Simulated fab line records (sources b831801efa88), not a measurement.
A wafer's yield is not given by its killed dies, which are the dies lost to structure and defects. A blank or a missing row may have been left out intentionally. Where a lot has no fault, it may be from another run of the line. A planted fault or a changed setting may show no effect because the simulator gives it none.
A struck lot beside a sound one | flow sky130 | 14 steps out of a route of 708
Sound: the wafers L228.2, L228.5, L228.6. Struck: wafers L245.2, L245.5, L245.6. The cause is named last.
Per side, at each step with rows, come the tool, then ch with its chambers, and then its first start. Under that, the readings that differ: sound wafers | struck wafers | difference of the means | sigmas: that difference in standard deviations of wafers without a fault.
alike: readings whose means differ by less than 2 such deviations, and words and numbers that are the same on both sides. not compared: withheld readings, readings that some wafer has no value for, bounds like >300 that may hide the same value, and numbers for which the record gives no deviation and whose values overlap.
The two part at a step that has a row with sigmas, a row that says differs or no value, or rows on one side only. Numbers that have no deviation but don't overlap get no sigmas and don't part them. Lack of a reading on every wafer of one side parts them only where that side has two or more wafers.

SKY_CONTACT_CMP_04: polishes SiO2.
  sound on cmp-01 ch 0,2,3, day 31 09:11; struck on cmp-01 ch 2,3, day 36 13:50
  alike: motor current A, time to endpoint s
SKY_CONTACT_BOW_MEAS_05:
  sound on film metro-04 at day 31 09:21; struck on film metro-02 at day 36 14:10
  alike: CONTACT_BOW
then, 8 steps without rows for these wafers: SKY_CONTACT_DEHYDRATE_06 (time 60 s); SKY_CONTACT_HMDS_07 (prime time 60 s); SKY_CONTACT_COAT_08 (resist thk 60 nm); SKY_CONTACT_COAT_09 (resist thk 450 nm); SKY_CONTACT_SOFTBAKE_10 (time 90 s); SKY_CONTACT_EXPOSE_11 (exposes mask CTM1, target cd 170 nm); SKY_CONTACT_PEB_12; SKY_CONTACT_DEVELOP_13 (develop time 60 s).
SKY_CONTACT_CD_MEAS_14 targets a cd of 170 nm.
  sound on cd sem-02 at day 32 13:37; struck on cd sem-01 at day 37 15:59
  alike: cd nm
SKY_CONTACT_OVL_MEAS_15:
  sound on overlay-02 at day 32 13:44; struck on overlay-02 at day 37 16:05
  reading          | sound    | struck   | difference | sigmas
  CONTACT_OVL (nm) | -2 -7 -4 | 11 10 12 | +15        | +3
SKY_CONTACT_ETCH_16: etches BARC in N2/H2, stops on SiO2, time 45.9 s, target depth 60 nm.
  sound on rie diel-02 ch 0,1,2, day 32 13:46; struck on rie diel-02 ch 0,1,2, day 37 16:07
  reading                                        | sound             | struck            | difference | sigmas
  oes product au (a.u.)                          | 0.856 0.857 0.855 | 0.832 0.833 0.841 | -0.021     | -4
  run length s (s)                               | 74.11 74.33 74.54 | 76.84 76.98 76.63 | +2.49      | +9
  model.KrF-thick_of_CONTACT_COAT_09.thk nm (nm) | 393.1 394.9 395.4 | 392.1 393 392.6   | -1.9       |
  alike: drypump motor current A, n2 flow sccm, throttle valve pct
  not compared: rf hours counter h
SKY_CONTACT_ETCH_17: etches SiO2 in C4F8/O2/Ar, stops on Si3N4, target depth 340 nm.
  sound on rie diel-02 ch 0,1,2, day 32 13:48; struck on rie diel-02 ch 0,1,2, day 37 16:10
  alike: oes product au

## WHERE THEY PART
At SKY_CONTACT_OVL_MEAS_15 first; at SKY_CONTACT_ETCH_16 last (within this record only). Later steps at which nothing parts them and some readings are alike: SKY_CONTACT_ETCH_17.

WHY: what the simulator had put in
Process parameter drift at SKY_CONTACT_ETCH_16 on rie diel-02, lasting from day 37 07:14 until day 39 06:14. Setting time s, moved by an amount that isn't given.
